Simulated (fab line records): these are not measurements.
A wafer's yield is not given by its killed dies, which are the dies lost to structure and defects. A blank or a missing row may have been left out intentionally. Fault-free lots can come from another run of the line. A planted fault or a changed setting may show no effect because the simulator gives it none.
Comparing a struck lot with a sound one ; flow gf180mcu ; 18 out of 602 route steps
Sound: these wafers, L821.1, L821.2, L821.3. The struck wafers were L833.2, L833.4, L833.6. At the end, the cause is stated.
For every step that has rows: the tool of each side, followed by ch and its chambers, followed by its first start. Under that, the readings that differ: sound wafers ; struck wafers ; difference of the means ; sigmas: that difference in standard deviations of wafers without a fault.
alike: readings whose means differ by less than 2 such deviations, and words and numbers that are the same on both sides. not compared: withheld readings, readings that some wafer has no value for, bounds like >300 that may hide the same value, and numbers for which the record gives no deviation and whose values overlap.
The two part at a step that has a row with sigmas, a row that says differs or no value, or rows on one side only. Non-overlapping numbers with no deviation appear without sigmas and do not part them. A reading that every wafer of one side lacks parts them only if that side has two wafers or more.

first, 7 steps without rows for these wafers: GF_VT_IMPLANT_DEHYDRATE_33 (time 60 s); GF_VT_IMPLANT_HMDS_34 (prime time 60 s); GF_VT_IMPLANT_COAT_35 (resist thk 1000 nm); GF_VT_IMPLANT_SOFTBAKE_36 (time 60 s); GF_VT_IMPLANT_EXPOSE_37 (exposes mask Nwell HV AREA, target cd 860 nm); GF_VT_IMPLANT_PEB_38; GF_VT_IMPLANT_DEVELOP_39 (develop time 60 s).
GF_VT_IMPLANT_OVL_MEAS_40:
  struck on overlay-01, day 10 21:37; sound on overlay-02, day 7 11:56
  alike: VT_IMPLANT_03_OVL
after that, 1 step had no rows for these wafers: GF_VT_IMPLANT_IMPLANT_41.
GF_VT_IMPLANT_STRIP_42: strips in O2/N2.
  sound on plasma-asher-01 ch 0,1, day 7 12:07; struck on plasma-asher-04 ch 1, day 10 21:47
  alike: chamber-pressure-mTorr, drypump-motor-current-A, heater-power-w, o2-flow-sccm, oes-product-au, strip-time-to-endpoint-s
  not compared: rf-hours-counter-h
GF_VT_IMPLANT_TW_MEAS_43:
  struck on film-metro-02, day 10 21:54; sound on film-metro-03, day 7 12:13
  alike: VT_IMPLANT_4_TW
then, 1 step without rows for these wafers: GF_VT_IMPLANT_CLEAN_44 (cleans in SC1/SC2, time 150 s).
GF_VT_IMPLANT_RTA_45: time 30 s.
  struck on rtp-anneal-01, day 10 22:01; sound on rtp-anneal-01 ch 0, day 7 12:20
  no value came back on the struck wafers for anneal-temp-c-max, chamber-o2-ppm, lamp-power-pct (%), wafer_temp_C_max; on the sound wafers anneal-temp-c-max reads 1054.6 1054.7 1056.1
GF_VT_IMPLANT_RS_MEAS_46: a four-point-probe measurement.
  struck on film-metro-02, day 10 22:07; sound on film-metro-03, day 7 12:26
reading;sound;struck;difference;sigmas
MVSD_RS (ohm/sq);457.4 459.0 456.5;133.1 132.7 133.0;-324.7;-99 or more
GF_VT_IMPLANT_RS_MEAS_47: a four-point-probe measurement.
  struck on film-metro-02, day 10 22:14; sound on film-metro-03, day 7 12:33
reading;sound;struck;difference;sigmas
NWELL_RS (ohm/sq);487.5 489.4 489.0;133.1 133.2 132.8;-355.6;-99 or more
GF_VT_IMPLANT_RS_MEAS_48: a four-point-probe measurement.
  struck on film-metro-02, day 10 22:22; sound on film-metro-03, day 7 12:40
reading;sound;struck;difference;sigmas
LVPWELL_RS (ohm/sq);1200.1 1200.4 1202.8;132.9 133.1 133.0;-1068.1;-99 or more
GF_VT_IMPLANT_RS_MEAS_49: a four-point-probe measurement.
  struck on film-metro-02, day 10 22:29; sound on film-metro-03, day 7 12:47
reading;sound;struck;difference;sigmas
MVPSD_RS (ohm/sq);1167.0 1169.9 1170.2;133.0 133.0 133.1;-1036.0;-99 or more
then, 1 step without rows for these wafers: GF_VT_IMPLANT_WET_ETCH_50 (etches SiO2 in dHF, target depth 20 nm, time 400 s).

WHERE THEY PART
At GF_VT_IMPLANT_RTA_45 first; at GF_VT_IMPLANT_RS_MEAS_49 last (within this record only).

WHY: what had been put in by the simulator
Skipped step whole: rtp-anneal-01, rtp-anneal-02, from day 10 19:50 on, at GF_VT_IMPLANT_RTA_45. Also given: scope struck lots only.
